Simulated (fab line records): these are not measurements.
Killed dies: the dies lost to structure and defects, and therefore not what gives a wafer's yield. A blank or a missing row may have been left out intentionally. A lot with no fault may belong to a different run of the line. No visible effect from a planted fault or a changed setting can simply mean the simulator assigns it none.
A struck lot beside a sound one + flow sky130 + 16 steps out of a route of 708
Sound: these wafers, L562.2, L562.3, L562.6. Struck: wafer L575.1 (left out: L575.2, L575.5 of the same lot, which were not struck); the cause appears at the end.
Per side, at each step with rows, come the tool, then ch with its chambers, and then its first start. Under that, the readings that differ: sound wafers + struck wafers + difference of the means + sigmas: that difference in standard deviations of wafers without a fault.
alike: words and numbers the same on both sides, and readings whose means are apart by under 2 such deviations; not compared: readings that were withheld, readings missing a value for some wafer, numbers with overlapping values and no deviation given by the record, and bounds like >300 which may hide the same value.
The two part at a step that has a row with sigmas, a row that says differs or no value, or rows on one side only. When numbers do not overlap yet have no deviation, they are printed without sigmas and do not part them. A reading that every wafer of one side lacks parts them only if that side has two wafers or more.

first, 8 steps without rows for these wafers: SKY_METAL2_DEHYDRATE_07 (time 60 s); SKY_METAL2_HMDS_08 (prime time 60 s); SKY_METAL2_COAT_09 (resist thk 60 nm); SKY_METAL2_COAT_10 (resist thk 450 nm); SKY_METAL2_SOFTBAKE_11 (time 90 s); SKY_METAL2_EXPOSE_12 (exposes mask MM2, target cd 140 nm); SKY_METAL2_PEB_13; SKY_METAL2_DEVELOP_14 (develop time 60 s).
SKY_METAL2_CD_MEAS_15 targets a cd of 140 nm.
  struck on cd-sem-02, day 40 04:52; sound on cd-sem-01, day 36 03:56
  alike: cd-nm
SKY_METAL2_OVL_MEAS_16:
  struck on overlay-01, day 40 04:59; sound on overlay-02, day 36 04:02
  alike: METAL2_OVL
SKY_METAL2_DESCUM_17: chemistry O2, time 8 s.
  sound on rie-metal-02 ch 0,1, day 36 04:04; struck on rie-metal-02 ch 1, day 40 05:01
  alike: drypump-motor-current-A, he-backside-leak-sccm, oes-product-au
  not compared: rf-hours-counter-h
SKY_METAL2_ETCH_18: etches BARC in N2/H2, stops on SiO2, time 45.9 s, target depth 60 nm.
  sound on rie-metal-02 ch 0,1, day 36 04:06; struck on rie-metal-02 ch 1, day 40 05:03
| reading    | sound               | struck | difference | sigmas |
|------------|---------------------|--------|------------|--------|
| bias-w (W) | 100.25 99.95 100.29 | 99.50  | -0.66      | -2     |
  alike: drypump-motor-current-A, he-backside-leak-sccm, oes-product-au, throttle-valve-pct
  not compared: rf-hours-counter-h
SKY_METAL2_METAL_ETCH_19: etches the open film in Cl2/BCl3, stops on SiO2, target depth 360 nm, time 78 s.
  sound on rie-metal-02 ch 0,1, day 36 04:10; struck on rie-metal-02 ch 1, day 40 05:07
| reading                                       | sound             | struck | difference | sigmas |
|-----------------------------------------------|-------------------|--------|------------|--------|
| oes-product-au (a.u.)                         | 0.847 0.850 0.866 | 0.837  | -0.017     | -2     |
| model.KrF-thick_of_METAL2_COAT_10.thk-nm (nm) | 157.2 156.7 160.3 | 206.1  | +48.0      |        |
| model.METAL2.cd-nm (nm)                       | 139.3 137.9 140.9 | 144.4  | +5.0       |        |
| model.SiO2_of_VIA1_HDPCVD_00.thk-nm (nm)      | 331.2 330.6 329.9 | 333.4  | +2.8       |        |
  alike: bias-w, drypump-motor-current-A, he-backside-leak-sccm, throttle-valve-pct
  not compared: rf-hours-counter-h
SKY_METAL2_STRIP_20: strips in O2/N2.
  sound on plasma-asher-01 ch 0,1, day 36 04:15; struck on plasma-asher-01 ch 0, day 40 05:12
| reading                      | sound             | struck | difference | sigmas |
|------------------------------|-------------------|--------|------------|--------|
| oes-product-au (a.u.)        | 0.348 0.337 0.346 | 0.367  | +0.023     | +5     |
| strip-time-to-endpoint-s (s) | 2.669 2.681 2.713 | 3.217  | +0.529     | +20    |
  alike: drypump-motor-current-A
  not compared: rf-hours-counter-h
then, 1 step without rows for these wafers: SKY_METAL2_STRIP_21 (strips in post etch residue remover, time 1200 s).
-- the record jumps here: 9 days lie between the struck wafers' starts before and after (it left off in module METAL2 and takes up again in module PAD_OPEN, whose first step shown is number 708 of the route) --
SKY_PAD_OPEN_PROBE_99:
  struck on prober-01, day 49 13:03; sound on prober-02, day 46 16:42
| reading                               | sound                | struck | difference | sigmas |
|---------------------------------------|----------------------|--------|------------|--------|
| model.etest.met2.width-nm (nm)        | 139.3 138.9 139.5    | 144.2  | +5.0       |        |
| model.etest.met2-comb.leak-log10-a-um | -12.13 -12.22 -12.08 | -10.21 | +1.93      |        |
| model.etest.met2.line-ohm-um          | 0.8775 0.8824 0.8934 | 0.8626 | -0.0218    |        |

== WHERE THEY PART ==
Earliest at SKY_METAL2_ETCH_18; latest, in this record, at SKY_METAL2_STRIP_20.

WHY: what the simulator had put in
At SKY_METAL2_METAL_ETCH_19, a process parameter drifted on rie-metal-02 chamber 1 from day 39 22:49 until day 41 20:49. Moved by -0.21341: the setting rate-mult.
